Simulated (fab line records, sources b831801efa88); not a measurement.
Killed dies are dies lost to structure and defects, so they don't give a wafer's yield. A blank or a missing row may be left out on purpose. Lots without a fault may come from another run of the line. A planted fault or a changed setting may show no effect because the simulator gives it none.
fab line records | flow gf180mcu
record lots=5 wafers=15 last_day=34
route steps=602 shown MIM@515 M5@526 V5@540
lots that met no fault: from a run of the same line without faults
start_h: hours from the record's first day to the start of the lot's first wafer shown | wait_h: hours since the lot's step before | " the same as in the row above | L1.1+2: a row that stands for several wafers | - no value, or no start given | * or withheld: withheld | < > ~ a bound
route shown NAME@n: a module of which the file shows steps, and the number in the route of the first | usual: mean/standard deviation of fault-free wafers | same: alike in all rows | chamber/n: place in a boat | sites: the reading at each site | _std_site: their standard deviation | _edge_site: outer sites' mean less inner sites' | radius_mm: how far each site lies from the wafer's centre | mask NAME#n: copy n | behind: the tool/chamber that last shaped the wafer | hold: why the lot was held/for how many hours/how that ended | device: the transistor (n, p or np) that didn't switch | end of line: the same wafers' tests at the end of the route | a step without rows: its recipe alone | killed: dies lost to structure and defects at the first sort, not the wafer's yield | map: a wafer's dies, x killed, . not, _ none there
set.NAME: the setting as run; set.NAME@STEP: as run at that earlier step | model.NAME: the simulator's own value behind a step, which no gauge read
lots at some steps of the route; a table a step, a row a wafer
services: from which hour (start_h, from the record's first day; less than 0 if before it) a tool's chamber was out of use, for how many hours, and why
## steps
# step GF_MIM_DEHYDRATE_12
# recipe temp_c=200 time_s=60
# same time_s=60
# columns lot.wafer tool chamber start_h wait_h
L081.1+2+6 litho_track-01 0 631.71 9.3
L084.1+3+4 litho_track-01 0 665.86 9.3
L087.3+4+5 litho_track-03 0 676.52 8.6
L092.3+5+6 litho_track-03 0 710.82 8.4
L096.1+3+6 litho_track-04 0 732.89 7.5
# step GF_MIM_HMDS_13
# recipe prime_time_s=60 prime_temp_c=120
# columns lot.wafer tool chamber start_h wait_h
L081.1+2+6 litho_track-01 0 631.86 0.1
L084.1+3+4 litho_track-01 0 666.01 0.1
L087.3+4+5 litho_track-03 0 676.67 0.1
L092.3+5+6 litho_track-03 0 710.97 0.1
L096.1+3+6 litho_track-04 0 733.04 0.1
# step GF_MIM_COAT_14
# recipe resist=NOVOLAK spin_rpm=3000 resist_thk_nm=1000
# columns lot.wafer tool chamber start_h wait_h
L081.1+2+6 litho_track-01 0 632.01 0.1
L084.1+3+4 litho_track-01 0 666.16 0.1
L087.3+4+5 litho_track-03 0 676.82 0.1
L092.3+5+6 litho_track-03 0 711.12 0.1
L096.1+3+6 litho_track-04 0 733.19 0.1
# step GF_MIM_SOFTBAKE_15
# recipe temp_c=90 time_s=60 resist=NOVOLAK
# same time_s=60
# columns lot.wafer tool chamber start_h wait_h
L081.1+2+6 litho_track-01 0 632.16 0.1
L084.1+3+4 litho_track-01 0 666.31 0.1
L087.3+4+5 litho_track-03 0 676.97 0.1
L092.3+5+6 litho_track-03 0 711.27 0.1
L096.1+3+6 litho_track-04 0 733.34 0.1
# step GF_MIM_EXPOSE_16
# recipe mask_id=FuseTop target_cd_nm=2000 na=0.6 source_shape=conventional sigma_outer=0.6 dose_mj=137.7
# usual reticle_temp_C=23.01/0.1
# columns lot.wafer tool chamber start_h wait_h mask reticle_temp_C
L081.1 iline_stepper-01 0 - - FuseTop#0 22.99
L081.2 " 0 " " FuseTop#0 22.91
L081.6 " 0 " " FuseTop#0 23.17
L084.1 iline_stepper-02 0 - - FuseTop#0 23.11
L084.3 " 0 " " FuseTop#0 23.13
L084.4 " 0 " " FuseTop#0 23.11
L087.3 iline_stepper-02 0 - - FuseTop#0 23.13
L087.4 " 0 " " FuseTop#0 23.07
L087.5 " 0 " " FuseTop#0 23.07
L092.3 iline_stepper-02 0 - - FuseTop#0 23.08
L092.5 " 0 " " FuseTop#0 23.05
L092.6 " 0 " " FuseTop#0 22.96
L096.1 iline_stepper-02 0 - - FuseTop#0 22.91
L096.3 " 0 " " FuseTop#0 22.84
L096.6 " 0 " " FuseTop#0 23.07
# step GF_MIM_PEB_17
# recipe temp_c=withheld time_s=* resist=NOVOLAK
# same time_s=*
# columns lot.wafer tool chamber start_h wait_h
L081.1+2+6 litho_track-04 0 - -
L084.1+3+4 litho_track-04 0 - -
L087.3+4+5 litho_track-04 0 - -
L092.3+5+6 litho_track-03 0 - -
L096.1+3+6 litho_track-04 0 - -
# step GF_MIM_DEVELOP_18
# recipe develop_time_s=60 dev_temp_c=23
# columns lot.wafer tool chamber start_h wait_h
L081.1+2+6 litho_track-04 0 641.99 0.1
L084.1+3+4 litho_track-04 0 675.64 0.1
L087.3+4+5 litho_track-04 0 685.99 0.1
L092.3+5+6 litho_track-03 0 720.12 0.1
L096.1+3+6 litho_track-04 0 741.79 0.1
# step GF_MIM_METAL_ETCH_19
# recipe chemistry=Cl2/BCl3 mask_material=NOVOLAK stop_on=Si3N4 target_depth_nm=324.5 pressure_mtorr=8 icp_w=800 bias_w=140 Cl2_flow_sccm=80 bcl3_flow_sccm=40 time_s=54.1
# usual drypump_motor_current_A=5.7/0.48 mfc_cl2_sccm=80.06/0.26 oes_product_au=0.959/0.0061 throttle_valve_pct=28.264/0.0097
# same time_s=54.1
# columns lot.wafer tool chamber start_h wait_h drypump_motor_current_A mfc_cl2_sccm oes_product_au rf_hours_counter_h throttle_valve_pct
L081.1 rie_metal-01 0 642.14 0.1 6.5 79.74 0.965 12 28.252
L081.2 " 1 " " 5.6 79.87 0.966 13 28.248
L081.6 " 1 " " 5.6 79.84 0.960 - 28.262
L084.1 rie_metal-01 0 675.79 0.1 6.5 79.92 0.954 13 28.262
L084.3 " 0 " " 6.5 79.98 0.958 - 28.264
L084.4 " 0 " " 6.6 79.99 0.960 - 28.266
L087.3 rie_metal-01 0 686.14 0.1 6.5 80.44 0.960 - 28.278
L087.4 " 0 " " 6.5 80.28 0.953 - 28.262
L087.5 " 0 " " 6.5 80.37 0.963 - 28.269
L092.3 rie_metal-03 1 720.24 0.1 5.8 80.50 0.964 - 28.279
L092.5 " 0 " " 5.4 80.14 0.967 - 28.271
L092.6 " 1 " " 5.8 80.27 0.952 - 28.272
L096.1 rie_metal-01 1 741.94 0.1 5.5 80.15 0.956 3 28.251
L096.3 " 1 " " 5.6 80.55 0.954 - 28.276
L096.6 " 0 " " 6.5 79.90 0.958 - 28.260
# step GF_MIM_STRIP_20
# recipe chemistry=O2/N2 power_w=1400 pressure_mtorr=1500 platen_temp_c=250 o2_flow_sccm=3000 n2_flow_sccm=300 overash_fraction=0.5
# usual drypump_motor_current_A=5.89/0.26 heater_power_w=322/32 oes_product_au=0.694/0.0052 strip_time_to_endpoint_s=11.25/0.049
# columns lot.wafer tool chamber start_h wait_h drypump_motor_current_A heater_power_w oes_product_au rf_hours_counter_h strip_time_to_endpoint_s
L081.1 plasma_asher-03 0 642.21 0.0 5.46 373 0.691 23 11.29
L081.2 " 1 " " 5.46 280 0.692 23 11.27
L081.6 " 0 " " 5.46 374 0.694 - 11.22
L084.1 plasma_asher-01 0 675.93 0.1 5.98 317 0.689 89 11.18
L084.3 " 0 " " 5.98 327 0.696 - 11.25
L084.4 " 1 " " 6.17 319 0.691 - 11.23
L087.3 plasma_asher-02 0 686.26 0.1 6.03 280 0.690 - 11.21
L087.4 " 1 " " 5.95 345 0.698 - 11.16
L087.5 " 0 " " 6.05 282 0.697 - 11.19
L092.3 plasma_asher-01 1 720.32 0.1 6.16 331 0.692 - 11.25
L092.5 " 1 " " 6.19 329 0.693 - 11.18
L092.6 " 0 " " 6.01 317 0.693 - 11.21
L096.1 plasma_asher-01 1 742.01 0.0 6.13 326 0.686 97 11.20
L096.3 " 1 " " 6.13 331 0.692 - 11.24
L096.6 " 0 " " 6.03 314 0.686 - 11.25
# step GF_MIM_STRIP_21
# recipe chemistry=post_etch_residue_remover time_s=1200 temp_c=72.5
# usual temp_c=72.50/0.14
# same time_s=1200
# columns lot.wafer tool chamber start_h wait_h temp_c
L081.1 wet_bench-03 3 642.31 0.1 72.56
L081.2 " 3 " " 72.61
L081.6 " 3 " " 72.70
L084.1 wet_bench-03 2 676.03 0.1 72.23
L084.3 " 2 " " 72.27
L084.4 " 2 " " 72.34
L087.3 wet_bench-04 3 686.33 0.0 72.49
L087.4 " 3 " " 72.58
L087.5 " 3 " " 72.53
L092.3 wet_bench-02 0 720.39 0.0 72.42
L092.5 " 0 " " 72.40
L092.6 " 0 " " 72.43
L096.1 wet_bench-04 2 742.11 0.1 72.51
L096.3 " 2 " " 72.45
L096.6 " 2 " " 72.52
# step GF_MIM_CLEAN_22
# recipe chemistry=DIW dry=n2_spin
# columns lot.wafer tool chamber start_h wait_h
L081.1+2+6 wet_bench-03 0 642.65 0.0
L084.1+3+4 wet_bench-02 2 676.40 0.0
L087.3+4+5 wet_bench-02 1 686.70 0.0
L092.3+5+6 wet_bench-03 3 720.73 0.0
L096.1+3+6 wet_bench-04 0 742.45 0.0
# step GF_M5_DEHYDRATE_00
# recipe temp_c=200 time_s=60
# same time_s=60
# columns lot.wafer tool chamber start_h wait_h
L081.1+2+6 litho_track-03 0 651.52 8.8
L084.1+3+4 litho_track-03 0 684.87 8.4
L087.3+4+5 litho_track-03 0 695.42 8.6
L092.3+5+6 litho_track-01 0 729.01 8.2
L096.1+3+6 litho_track-02 0 750.10 7.6
# step GF_M5_HMDS_01
# recipe prime_time_s=60 prime_temp_c=120
# columns lot.wafer tool chamber start_h wait_h
L081.1+2+6 litho_track-03 0 651.67 0.1
L084.1+3+4 litho_track-03 0 685.02 0.1
L087.3+4+5 litho_track-03 0 695.57 0.1
L092.3+5+6 litho_track-01 0 729.16 0.1
L096.1+3+6 litho_track-02 0 750.25 0.1
# step GF_M5_COAT_02
# recipe resist=KrF spin_rpm=withheld resist_thk_nm=1000
# columns lot.wafer tool chamber start_h wait_h
L081.1+2+6 litho_track-03 0 651.82 0.1
L084.1+3+4 litho_track-03 0 685.17 0.1
L087.3+4+5 litho_track-03 0 695.72 0.1
L092.3+5+6 litho_track-01 0 729.31 0.1
L096.1+3+6 litho_track-02 0 750.40 0.1
# step GF_M5_SOFTBAKE_03
# recipe temp_c=130 time_s=60 resist=KrF
# same time_s=60
# columns lot.wafer tool chamber start_h wait_h
L081.1+2+6 litho_track-03 0 651.97 0.1
L084.1+3+4 litho_track-03 0 685.32 0.1
L087.3+4+5 litho_track-03 0 695.87 0.1
L092.3+5+6 litho_track-01 0 729.46 0.1
L096.1+3+6 litho_track-02 0 750.55 0.1
# step GF_M5_EXPOSE_04
# recipe mask_id=Metal5 target_cd_nm=280 na=0.68 source_shape=conventional sigma_outer=0.6 dose_mj=28
# usual reticle_temp_C=23.02/0.11
# columns lot.wafer tool chamber start_h wait_h mask reticle_temp_C
L081.1 krf_scanner-02 0 - - Metal5#0 23.06
L081.2 " 0 " " Metal5#0 23.10
L081.6 " 0 " " Metal5#0 22.92
L084.1 krf_scanner-01 0 - - Metal5#0 22.90
L084.3 " 0 " " Metal5#0 22.91
L084.4 " 0 " " Metal5#0 22.86
L087.3 krf_scanner-01 0 - - Metal5#0 22.99
L087.4 " 0 " " Metal5#0 23.19
L087.5 " 0 " " Metal5#0 23.01
L092.3 krf_scanner-01 0 - - Metal5#0 23.04
L092.5 " 0 " " Metal5#0 22.79
L092.6 " 0 " " Metal5#0 23.11
L096.1 krf_scanner-02 0 - - Metal5#0 23.01
L096.3 " 0 " " Metal5#0 23.17
L096.6 " 0 " " Metal5#0 22.97
# step GF_M5_PEB_05
# recipe peb_temp_c=135 peb_time_s=90 resist=KrF
# columns lot.wafer tool chamber start_h wait_h
L081.1+2+6 litho_track-03 0 - -
L084.1+3+4 litho_track-03 0 - -
L087.3+4+5 litho_track-02 0 - -
L092.3+5+6 litho_track-03 0 - -
L096.1+3+6 litho_track-02 0 - -
# step GF_M5_DEVELOP_06
# recipe develop_time_s=60 dev_temp_c=21
# columns lot.wafer tool chamber start_h wait_h
L081.1+2+6 litho_track-03 0 661.47 0.2
L084.1+3+4 litho_track-03 0 694.62 0.2
L087.3+4+5 litho_track-02 0 704.75 0.1
L092.3+5+6 litho_track-03 0 737.82 0.1
L096.1+3+6 litho_track-02 0 758.30 0.2
# step GF_M5_CD_MEAS_07
# recipe target_cd_nm=280
# usual cd_nm=279.9/1.2
# columns lot.wafer tool chamber start_h wait_h cd_nm
L081.1 cd_sem-01 - 661.62 0.1 281.2
L081.2 " - " " 280.7
L081.6 " - " " 281.3
L084.1 cd_sem-01 - 694.77 0.1 279.9
L084.3 " - " " 279.8
L084.4 " - " " 278.8
L087.3 cd_sem-01 - 704.89 0.1 280.8
L087.4 " - " " 281.6
L087.5 " - " " 280.6
L092.3 cd_sem-01 - 737.96 0.1 279.0
L092.5 " - " " 280.4
L092.6 " - " " 279.2
L096.1 cd_sem-02 - 758.45 0.1 279.0
L096.3 " - " " 279.1
L096.6 " - " " 279.0
# step GF_M5_OVL_MEAS_08
# usual M5_OVL=-2/4.8
# columns lot.wafer tool chamber start_h wait_h M5_OVL[nm]
L081.1 overlay-02 - 661.74 0.1 -8
L081.2 " - " " -4
L081.6 " - " " 0
L084.1 overlay-02 - 694.89 0.1 -7
L084.3 " - " " -7
L084.4 " - " " -5
L087.3 overlay-02 - 704.98 0.1 12
L087.4 " - " " 15
L087.5 " - " " 6
L092.3 overlay-02 - 738.05 0.1 0
L092.5 " - " " 1
L092.6 " - " " 6
L096.1 overlay-01 - 758.57 0.1 1
L096.3 " - " " 1
L096.6 " - " " -4
# step GF_M5_ETCH_09
# recipe chemistry=CF4/O2 target=Si3N4 target_depth_nm=52 source_w=800 bias_w=150 pressure_mtorr=150 cf4_flow_sccm=80 O2_flow_sccm=10 time_s=11.6
# usual drypump_motor_current_A=5.8/0.32 oes_product_au=0.995/0.011 throttle_valve_pct=5.969/0.0086
# same time_s=11.6
# columns lot.wafer tool chamber start_h wait_h drypump_motor_current_A oes_product_au rf_hours_counter_h throttle_valve_pct
L081.1 rie_diel-04 2 661.77 0.0 6.3 0.986 4 5.975
L081.2 " 3 " " 5.7 0.983 23 5.977
L081.6 " 2 " " 6.3 0.998 - 5.966
L084.1 rie_diel-03 3 694.92 0.0 5.5 1.014 6 5.964
L084.3 " 2 " " 5.6 1.017 11 5.974
L084.4 " 1 " " 5.8 1.000 6 5.973
L087.3 rie_diel-04 1 705.00 0.0 6.0 0.989 41 5.967
L087.4 " 3 " " 5.7 0.989 25 5.973
L087.5 " 2 " " 6.3 1.009 - 5.970
L092.3 rie_diel-04 0 738.07 0.0 5.7 1.001 10 5.975
L092.5 " 3 " " 5.7 0.984 - 5.957
L092.6 " 2 " " 6.3 0.995 - 5.961
L096.1 rie_diel-03 2 758.60 0.0 5.6 0.987 14 5.979
L096.3 " 0 " " 5.9 0.997 28 5.989
L096.6 " 1 " " 5.8 0.975 - 5.971
# step GF_M5_METAL_ETCH_10
# recipe chemistry=Cl2/BCl3 mask_material=KrF target_depth_nm=750.8 stop_on=SiO2 pressure_mtorr=8 icp_w=800 bias_w=140 Cl2_flow_sccm=80 bcl3_flow_sccm=40 time_s=125.1
# usual drypump_motor_current_A=5.42/0.27 mfc_cl2_sccm=79.99/0.25 oes_product_au=0.987/0.0073 throttle_valve_pct=28.232/0.01
# same time_s=125.1
# columns lot.wafer tool chamber start_h wait_h drypump_motor_current_A mfc_cl2_sccm oes_product_au rf_hours_counter_h throttle_valve_pct
L081.1 rie_metal-02 1 661.80 0.0 5.12 80.12 0.985 4 28.235
L081.2 " 0 " " 5.71 79.89 0.990 1 28.230
L081.6 " 0 " " 5.70 80.11 0.996 - 28.233
L084.1 rie_metal-02 0 694.95 0.0 5.70 80.07 0.988 2 28.229
L084.3 " 1 " " 5.10 80.02 0.980 - 28.243
L084.4 " 0 " " 5.72 79.61 0.991 - 28.228
L087.3 rie_metal-04 0 705.07 0.1 5.10 79.89 0.987 - 28.240
L087.4 " 1 " " 5.56 80.33 0.981 - 28.242
L087.5 " 1 " " 5.58 80.29 0.988 - 28.240
L092.3 rie_metal-02 1 738.14 0.1 5.13 80.23 0.990 - 28.229
L092.5 " 1 " " 5.12 80.16 0.982 - 28.236
L092.6 " 0 " " 5.71 79.89 1.002 - 28.222
L096.1 rie_metal-02 1 758.63 0.0 5.13 79.71 0.988 9 28.226
L096.3 " 0 " " 5.68 80.42 0.995 - 28.222
L096.6 " 0 " " 5.69 80.18 0.981 - 28.224
# step GF_M5_STRIP_11
# recipe chemistry=O2/N2 power_w=1400 pressure_mtorr=1500 platen_temp_c=250 o2_flow_sccm=3000 n2_flow_sccm=300 overash_fraction=0.5
# usual drypump_motor_current_A=5.8/0.34 heater_power_w=324/33 oes_product_au=0.526/0.0053 strip_time_to_endpoint_s=7.09/0.06
# columns lot.wafer tool chamber start_h wait_h drypump_motor_current_A heater_power_w oes_product_au rf_hours_counter_h strip_time_to_endpoint_s
L081.1 plasma_asher-04 1 661.93 0.1 5.5 301 0.528 53 7.14
L081.2 " 0 " " 6.4 308 0.528 53 7.14
L081.6 " 0 " " 6.4 307 0.529 - 7.09
L084.1 plasma_asher-01 1 695.08 0.1 6.1 324 0.518 90 7.07
L084.3 " 0 " " 6.0 329 0.530 - 7.14
L084.4 " 1 " " 6.1 320 0.515 - 7.04
L087.3 plasma_asher-01 0 705.19 0.1 6.0 320 0.524 - 7.15
L087.4 " 1 " " 6.1 323 0.533 - 7.14
L087.5 " 0 " " 6.0 320 0.528 - 7.10
L092.3 plasma_asher-03 0 738.26 0.1 5.5 371 0.510 - 7.07
L092.5 " 1 " " 5.4 287 0.525 - 7.09
L092.6 " 0 " " 5.5 367 0.529 - 6.98
L096.1 plasma_asher-03 0 758.75 0.1 5.5 379 0.525 38 7.06
L096.3 " 1 " " 5.5 277 0.525 - 7.04
L096.6 " 1 " " 5.4 280 0.520 - 7.06
# step GF_M5_STRIP_12
# recipe chemistry=post_etch_residue_remover time_s=1200 temp_c=72.5
# usual temp_c=72.50/0.1
# same time_s=1200
# columns lot.wafer tool chamber start_h wait_h temp_c
L081.1 wet_bench-01 1 662.03 0.1 72.51
L081.2 " 1 " " 72.54
L081.6 " 1 " " 72.52
L084.1 wet_bench-01 0 695.18 0.1 72.42
L084.3 " 0 " " 72.44
L084.4 " 0 " " 72.56
L087.3 wet_bench-03 2 705.26 0.0 72.69
L087.4 " 2 " " 72.50
L087.5 " 2 " " 72.53
L092.3 wet_bench-02 2 738.32 0.0 72.39
L092.5 " 2 " " 72.53
L092.6 " 2 " " 72.39
L096.1 wet_bench-02 3 758.85 0.1 72.41
L096.3 " 3 " " 72.53
L096.6 " 3 " " 72.44
# step GF_M5_CLEAN_13
# recipe chemistry=DIW dry=n2_spin
# columns lot.wafer tool chamber start_h wait_h
L081.1+2+6 wet_bench-03 3 662.37 0.0
L084.1+3+4 wet_bench-02 2 695.52 0.0
L087.3+4+5 wet_bench-01 2 705.60 0.0
L092.3+5+6 wet_bench-01 1 738.67 0.0
L096.1+3+6 wet_bench-03 2 759.20 0.0
# step GF_V5_CVD_00
# recipe material=SiO2 target_thk_nm=300 sigma_open_frac=0.3 temp_c=400 time_s=50 sih4_flow_sccm=60 pressure_mtorr=6
# usual sih4_flow_sccm=60.00/0.19
# same time_s=50
# columns lot.wafer tool chamber start_h wait_h sih4_flow_sccm
L081.1 hdpcvd-01 2 662.47 0.0 59.94
L081.2 " 1 " " 59.73
L081.6 " 1 " " 60.03
L084.1 hdpcvd-02 2 695.62 0.0 59.95
L084.3 " 1 " " 59.98
L084.4 " 0 " " 60.03
L087.3 hdpcvd-01 2 705.69 0.0 60.16
L087.4 " 0 " " 59.60
L087.5 " 1 " " 59.84
L092.3 hdpcvd-02 0 738.77 0.0 60.05
L092.5 " 0 " " 59.99
L092.6 " 2 " " 59.86
L096.1 hdpcvd-02 0 759.29 0.0 60.29
L096.3 " 1 " " 59.81
L096.6 " 1 " " 59.87
# step GF_V5_THK_MEAS_01
# recipe reads=SiO2_of_V5_CVD_00
# usual V5_CVD_00_THK=301/4
# columns lot.wafer tool chamber start_h wait_h V5_CVD_00_THK[nm]
L081.1 film_metro-02 - 662.51 0.0 302
L081.2 " - " " 303
L081.6 " - " " 304
L084.1 film_metro-01 - 695.66 0.0 294
L084.3 " - " " 292
L084.4 " - " " 296
L087.3 film_metro-04 - 705.76 0.0 295
L087.4 " - " " 309
L087.5 " - " " 302
L092.3 film_metro-04 - 738.83 0.0 301
L092.5 " - " " 303
L092.6 " - " " 304
L096.1 film_metro-02 - 759.33 0.0 307
L096.3 " - " " 305
L096.6 " - " " 300
# step GF_V5_CVD_02
# recipe material=SiO2 target_thk_nm=1450 precursor=TEOS temp_c=400 time_s=163.28 rf_w=600
# usual heater_power_w=640/81
# same time_s=163.28
# columns lot.wafer tool chamber start_h wait_h heater_power_w since_wet_clean_h
L081.1 pecvd-02 0 662.57 0.1 675 488
L081.2 " 2 " " 572 488
L081.6 " 2 " " 464 -
L084.1 pecvd-01 2 695.72 0.1 666 91
L084.3 " 1 " " 622 91
L084.4 " 1 " " 680 -
L087.3 pecvd-02 1 705.80 0.0 706 531
L087.4 " 0 " " 615 -
L087.5 " 2 " " 562 -
L092.3 pecvd-04 2 738.87 0.0 734 773
L092.5 " 2 " " 591 -
L092.6 " 1 " " 585 -
L096.1 pecvd-02 0 759.39 0.1 753 585
L096.3 " 1 " " 728 585
L096.6 " 1 " " 603 -
# step GF_V5_THK_MEAS_03
# recipe reads=SiO2_of_V5_CVD_02
# usual V5_CVD_02_THK=1455/22
# columns lot.wafer tool chamber start_h wait_h V5_CVD_02_THK[nm]
L081.1 film_metro-01 - 662.68 0.1 1435
L081.2 " - " " 1456
L081.6 " - " " 1459
L084.1 film_metro-04 - 695.83 0.1 1419
L084.3 " - " " 1433
L084.4 " - " " 1444
L087.3 film_metro-04 - 705.92 0.1 1440
L087.4 " - " " 1485
L087.5 " - " " 1471
L092.3 film_metro-01 - 739.00 0.1 1413
L092.5 " - " " 1430
L092.6 " - " " 1449
L096.1 film_metro-01 - 759.50 0.1 1463
L096.3 " - " " 1431
L096.6 " - " " 1445
# step GF_V5_CMP_04
# recipe material=SiO2 down_force_psi=4 platen_rpm=60 pad_velocity_m_s=0.94248
# usual motor_current_A=12.8/1.4
# columns lot.wafer tool chamber start_h wait_h motor_current_A
L081.1 cmp-01 0 662.74 0.1 12.0
L081.2 " 2 " " 14.3
L081.6 " 0 " " 11.5
L084.3 cmp-02 2 696.10 0.2 11.8
L084.1 " 3 " " 12.4
L084.4 " 0 " " 13.1
L087.4 cmp-01 1 706.12 0.2 11.1
L087.3 " 2 " " 13.8
L087.5 " 0 " " 12.0
L092.3 cmp-02 2 739.14 0.1 12.2
L092.5 " 0 " " 13.5
L092.6 " 1 " " 11.7
L096.3 cmp-02 3 759.66 0.1 12.0
L096.1 " 0 " " 13.2
L096.6 " 2 " " 12.2
# step GF_V5_BOW_MEAS_05
# recipe mode=bow
# usual V5_BOW=135/11
# columns lot.wafer tool chamber start_h wait_h V5_BOW[um]
L081.1 film_metro-01 - 663.04 0.2 127
L081.2 " - " " 136
L081.6 " - " " 125
L084.1 film_metro-02 - 696.40 0.2 142
L084.3 " - " " 124
L084.4 " - " " 139
L087.3 film_metro-02 - 706.36 0.1 149
L087.4 " - " " 147
L087.5 " - " " 146
L092.3 film_metro-01 - 739.38 0.2 130
L092.5 " - " " 128
L092.6 " - " " 123
L096.1 film_metro-04 - 759.86 0.1 131
L096.3 " - " " 129
L096.6 " - " " 138
# step GF_V5_DEHYDRATE_06
# recipe temp_c=200 time_s=60
# same time_s=60
# columns lot.wafer tool chamber start_h wait_h
L081.1+2+6 litho_track-04 0 671.94 8.9
L084.1+3+4 litho_track-03 0 704.82 8.4
L087.3+4+5 litho_track-04 0 714.79 8.4
L092.3+5+6 litho_track-02 0 747.50 8.1
L096.1+3+6 litho_track-03 0 767.57 7.7
# step GF_V5_HMDS_07
# recipe prime_time_s=60 prime_temp_c=120
# columns lot.wafer tool chamber start_h wait_h
L081.1+2+6 litho_track-04 0 672.09 0.1
L084.1+3+4 litho_track-03 0 704.97 0.1
L087.3+4+5 litho_track-04 0 714.94 0.1
L092.3+5+6 litho_track-02 0 747.65 0.1
L096.1+3+6 litho_track-03 0 767.72 0.1
# step GF_V5_COAT_08
# recipe resist=BARC temp_c=withheld time_s=withheld spin_rpm=withheld resist_thk_nm=withheld
# columns lot.wafer tool chamber start_h wait_h
L081.1+2+6 litho_track-04 0 672.24 0.1
L084.1+3+4 litho_track-03 0 705.12 0.1
L087.3+4+5 litho_track-04 0 715.09 0.1
L092.3+5+6 litho_track-02 0 747.80 0.1
L096.1+3+6 litho_track-03 0 767.87 0.1
# step GF_V5_COAT_09
# recipe resist=KrF spin_rpm=withheld resist_thk_nm=1000
# columns lot.wafer tool chamber start_h wait_h
L081.1+2+6 litho_track-04 0 - -
L084.1+3+4 litho_track-03 0 - -
L087.3+4+5 litho_track-04 0 - -
L092.3+5+6 litho_track-02 0 - -
L096.1+3+6 litho_track-03 0 - -
# step GF_V5_SOFTBAKE_10
# recipe temp_c=130 time_s=60 resist=KrF
# same time_s=60
# columns lot.wafer tool chamber start_h wait_h
L081.1+2+6 litho_track-04 0 - -
L084.1+3+4 litho_track-03 0 - -
L087.3+4+5 litho_track-04 0 - -
L092.3+5+6 litho_track-02 0 - -
L096.1+3+6 litho_track-03 0 - -
# step GF_V5_EXPOSE_11
# recipe mask_id=Via5 target_cd_nm=260 na=0.68 source_shape=conventional sigma_outer=0.6 dose_mj=38
# usual reticle_temp_C=23.01/0.1
# columns lot.wafer tool chamber start_h wait_h mask reticle_temp_C
L081.1 krf_scanner-02 0 - - Via5#0 23.00
L081.2 " 0 " " Via5#0 23.11
L081.6 " 0 " " Via5#0 23.16
L084.1 krf_scanner-01 0 - - Via5#0 23.05
L084.3 " 0 " " Via5#0 23.09
L084.4 " 0 " " Via5#0 22.92
L087.3 krf_scanner-01 0 - - Via5#0 23.04
L087.4 " 0 " " Via5#0 22.93
L087.5 " 0 " " Via5#0 23.04
L092.3 krf_scanner-02 0 - - Via5#0 23.05
L092.5 " 0 " " Via5#0 22.96
L092.6 " 0 " " Via5#0 23.00
L096.1 krf_scanner-02 0 - - Via5#0 22.82
L096.3 " 0 " " Via5#0 22.87
L096.6 " 0 " " Via5#0 22.76
# step GF_V5_PEB_12
# recipe peb_temp_c=135 peb_time_s=91.96 resist=KrF
# usual plate_sensor_t_centre_C=136.13/0.0098 plate_sensor_t_edge_C=136.29/0.01
# columns lot.wafer tool chamber start_h wait_h plate_sensor_t_centre_C plate_sensor_t_edge_C
L081.1 litho_track-03 0 - - 136.11 136.31
L081.2 " 0 " " 136.14 136.27
L081.6 " 0 " " 136.13 136.27
L084.1 litho_track-03 0 - - 136.12 136.3
L084.3 " 0 " " 136.13 136.28
L084.4 " 0 " " 136.13 136.28
L087.3 litho_track-04 0 - - 136.12 136.27
L087.4 " 0 " " 136.12 136.3
L087.5 " 0 " " 136.15 136.28
L092.3 litho_track-04 0 - - 136.14 136.29
L092.5 " 0 " " 136.11 136.29
L092.6 " 0 " " 136.14 136.29
L096.1 litho_track-02 0 - - 136.13 136.3
L096.3 " 0 " " 136.13 136.3
L096.6 " 0 " " 136.1 136.29
# step GF_V5_DEVELOP_13
# recipe develop_time_s=60 resist=KrF dev_temp_c=21
# columns lot.wafer tool chamber start_h wait_h
L081.1+2+6 litho_track-03 0 681.87 0.2
L084.1+3+4 litho_track-03 0 714.02 0.2
L087.3+4+5 litho_track-04 0 723.99 0.1
L092.3+5+6 litho_track-04 0 756.34 0.1
L096.1+3+6 litho_track-02 0 775.95 0.2
# step GF_V5_CD_MEAS_14
# recipe target_cd_nm=260
# usual cd_nm=260.1/1.2
# columns lot.wafer tool chamber start_h wait_h cd_nm
L081.1 cd_sem-01 - 682.02 0.1 259.0
L081.2 " - " " 259.7
L081.6 " - " " 259.1
L084.1 cd_sem-02 - 714.17 0.1 261.6
L084.3 " - " " 262.2
L084.4 " - " " 262.3
L087.3 cd_sem-02 - 724.18 0.2 260.7
L087.4 " - " " 260.1
L087.5 " - " " 260.8
L092.3 cd_sem-01 - 756.48 0.1 258.7
L092.5 " - " " 258.2
L092.6 " - " " 257.5
L096.1 cd_sem-02 - 776.10 0.1 257.3
L096.3 " - " " 258.3
L096.6 " - " " 258.2
# step GF_V5_OVL_MEAS_15
# usual V5_OVL=3/5.9
# columns lot.wafer tool chamber start_h wait_h V5_OVL[nm]
L081.1 overlay-02 - 682.14 0.1 -8
L081.2 " - " " -1
L081.6 " - " " 3
L084.1 overlay-02 - 714.29 0.1 13
L084.3 " - " " 6
L084.4 " - " " 11
L087.3 overlay-02 - 724.27 0.1 1
L087.4 " - " " 7
L087.5 " - " " -2
L092.3 overlay-02 - 756.57 0.1 2
L092.5 " - " " 1
L092.6 " - " " -4
L096.1 overlay-02 - 776.22 0.1 -2
L096.3 " - " " 1
L096.6 " - " " 4
## services
# columns tool chamber start_h hours kind
rie_diel-04 2 614.12 3.4 repair
rie_metal-01 1 617.60 3.6 repair
krf_scanner-01 - 617.97 1.0 pm
krf_scanner-02 - 636.20 1.3 pm
krf_scanner-02 - 641.92 7.8 repair
rie_metal-02 0 644.83 5.2 repair
cmp-02 - 648.34 1.4 repair
krf_scanner-01 - 660.06 0.3 repair
krf_scanner-01 - 672.30 0.6 repair
krf_scanner-01 - 677.53 0.2 repair
wet_bench-04 - 679.75 5.1 repair
rie_metal-01 - 681.53 2.8 pm
rie_metal-01 1 700.04 4.3 repair
krf_scanner-02 - 702.91 3.6 pm
cmp-02 - 708.28 0.5 repair
rie_diel-04 - 715.63 15.6 pm
krf_scanner-02 - 717.04 1.0 pm
krf_scanner-01 - 724.88 4.4 pm
wet_bench-01 - 734.43 1.7 repair
krf_scanner-02 - 745.01 0.3 repair
krf_scanner-01 - 760.35 0.8 pm
rie_metal-01 1 762.37 47.8 repair
krf_scanner-01 - 762.65 1.3 pm
krf_scanner-01 - 767.42 0.6 repair
## key
fault none
